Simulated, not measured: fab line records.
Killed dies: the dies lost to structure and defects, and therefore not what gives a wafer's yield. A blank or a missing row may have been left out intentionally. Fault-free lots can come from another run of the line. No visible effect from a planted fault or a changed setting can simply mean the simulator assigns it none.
Struck lot and sound lot, side by side | flow gf180mcu | 14 out of 602 route steps
Sound: the wafers L105.1, L105.3, L105.6. Struck: wafers L108.3, L108.4, L108.6. Last of all comes the cause.
Each step with rows lists, per side, the tool, then ch with its chambers, then its first start. Under that, the readings that differ: sound wafers | struck wafers | difference of the means | sigmas: that difference in standard deviations of wafers without a fault.
alike: words and numbers the same on both sides, and readings whose means are apart by under 2 such deviations; not compared: readings that were withheld, readings missing a value for some wafer, numbers with overlapping values and no deviation given by the record, and bounds like >300 which may hide the same value.
A row with sigmas, a row that says differs or no value, or rows on one side alone: a step with any of these is where the two part. Numbers that don't overlap but have no deviation are shown without sigmas and don't part them. A reading missing from all wafers of one side parts the sides only when that side holds two or more wafers.

first, 6 steps without rows for these wafers: GF_M4_HMDS_08 (prime time 60 s); GF_M4_COAT_09 (resist thk 1000 nm); GF_M4_SOFTBAKE_10 (time 60 s); GF_M4_EXPOSE_11 (exposes mask Metal4, target cd 280 nm); GF_M4_PEB_12 (peb time 90 s); GF_M4_DEVELOP_13 (develop time 60 s).
GF_M4_CD_MEAS_14 targets a cd of 280 nm.
  struck on cd-sem-01, day 26 08:57; sound on cd-sem-02, day 25 11:49
  alike: cd-nm
GF_M4_OVL_MEAS_15:
  struck on overlay-02, day 26 09:02; sound on overlay-02, day 25 11:56
  alike: M4_OVL
GF_M4_METAL_ETCH_16: etches the open film in Cl2/BCl3, stops on SiO2, target depth 750.8 nm, time 125.1 s.
  sound on rie-metal-01 ch 0,1, day 25 11:58; struck on rie-metal-01 ch 0,1, day 26 09:07
  alike: drypump-motor-current-A, oes-product-au, rf-fwd-power-W, throttle-valve-pct
  not compared: rf-hours-counter-h
GF_M4_STRIP_17: strips in O2/N2.
  sound on plasma-asher-03 ch 0,1, day 25 12:06; struck on plasma-asher-02 ch 0,1, day 26 09:14
  alike: drypump-motor-current-A, heater-power-w, o2-flow-sccm, oes-product-au, strip-time-to-endpoint-s
  not compared: rf-hours-counter-h
then, 2 steps without rows for these wafers: GF_M4_STRIP_18 (strips in post etch residue remover, time 1200 s); GF_M4_CLEAN_19 (cleans in DIW).
GF_V4_CVD_00: deposits SiO2, target thk 600 nm, time 100 s.
  sound on hdpcvd-02 ch 0,1,2, day 25 12:38; struck on hdpcvd-01 ch 0,2, day 26 09:44
  no value came back on the struck wafers for pressure-mtorr (mTorr), run-length-s (s), sih4-flow-sccm (sccm); on the sound wafers pressure-mtorr (mTorr) reads 6.016 5.989 5.982
GF_PASSIVATION_PROBE_99:
  the record holds rows for the sound wafers here (prober-02, day 30 20:01) but none for the struck ones

WHERE THEY PART
Last at GF_PASSIVATION_PROBE_99 as far as this record goes, first at GF_V4_CVD_00.

WHY: what the simulator had put in
Step skipped in full: hdpcvd-01, at GF_V4_CVD_00, from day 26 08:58 onward. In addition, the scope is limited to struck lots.
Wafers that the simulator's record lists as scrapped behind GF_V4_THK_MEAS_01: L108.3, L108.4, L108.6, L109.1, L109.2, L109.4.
